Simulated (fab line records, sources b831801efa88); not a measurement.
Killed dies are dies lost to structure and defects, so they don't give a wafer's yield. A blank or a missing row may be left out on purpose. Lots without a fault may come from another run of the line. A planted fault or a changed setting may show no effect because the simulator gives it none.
Problem report in the 8D (eight disciplines) form, filled by code | flow sky130 | the parts of the form that need people (team, actions taken, sign-off) are left out

1. THE PROBLEM
beam_energy_keV at SKY_LDD_LDN_IMPLANT_08 reads a mean of 19.953 on 9 wafers of 3 lots; wafers without a fault read 15.000 with a standard deviation of 0.0043. That is +99 or more standard deviations from the usual mean.
First seen on wafer L202.2, day 26 22:05, on implanter-01. The record holds 21 wafers of 7 lots with a number at this step. Rule for "out", or "out of limits": more than 4 standard deviations from the usual mean. The other wafers with a number count as sound.

2. WHAT IT IS AND WHAT IT IS NOT
question                    | is                     | is not
which readings at this step | beam_energy_keV        | -
which lots                  | L202, L203, L204       | L197, L198, L211, L212
which wafers of those lots  | all that have a number | -
read on which tools         | implanter-01           | implanter-03
when                        | from day 26 22:05      | up to then (6 sound wafers); but 6 sound wafers of L211, L212 came after

3. SUSPECTS, AND WHAT RULES EACH OUT
Counting: a tool at a process step up to the reading stays a suspect if it ran every lot that is out and no sound lot after the first of them.
- implanter-01 at SKY_LDD_LDN_IMPLANT_08: kept. It ran every lot that is out, first L202 (day 26 22:05), and no sound lot after that; its last sound lot up to then is L198 (day 25 08:03). Its own readings are out on those wafers: beam_energy_keV.
Left after counting: implanter-01 at SKY_LDD_LDN_IMPLANT_08.

4. THE CAUSE (what the simulator had put in)
Process parameter drift: implanter-01, from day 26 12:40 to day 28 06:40, at SKY_LDD_LDN_IMPLANT_08. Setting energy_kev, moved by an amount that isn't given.
Counting left only this tool.

5. THE CHAIN OF EFFECTS, in route order
Each row: a reading whose mean over the struck wafers that have a number lies more than 3 standard deviations from the usual. Only readings for which the record gives a usual standard deviation are gone through. hours: the time from each lot's start at the first step in this table that gives one to its start at this step, as a median over the lots. sigmas: the change in usual standard deviations.
hours | step                   | reading         | usual  | on struck wafers | change | sigmas
0     | SKY_LDD_LDN_IMPLANT_08 | beam_energy_keV | 15.000 | 19.953           | +4.953 | +99 or more
The process steps in it:
- SKY_LDD_LDN_IMPLANT_08

6. WHAT WOULD HAVE CAUGHT IT SOONER
In this record the first reading out of limits was taken at day 26 22:05, 9 hours after the fault began at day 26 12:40.
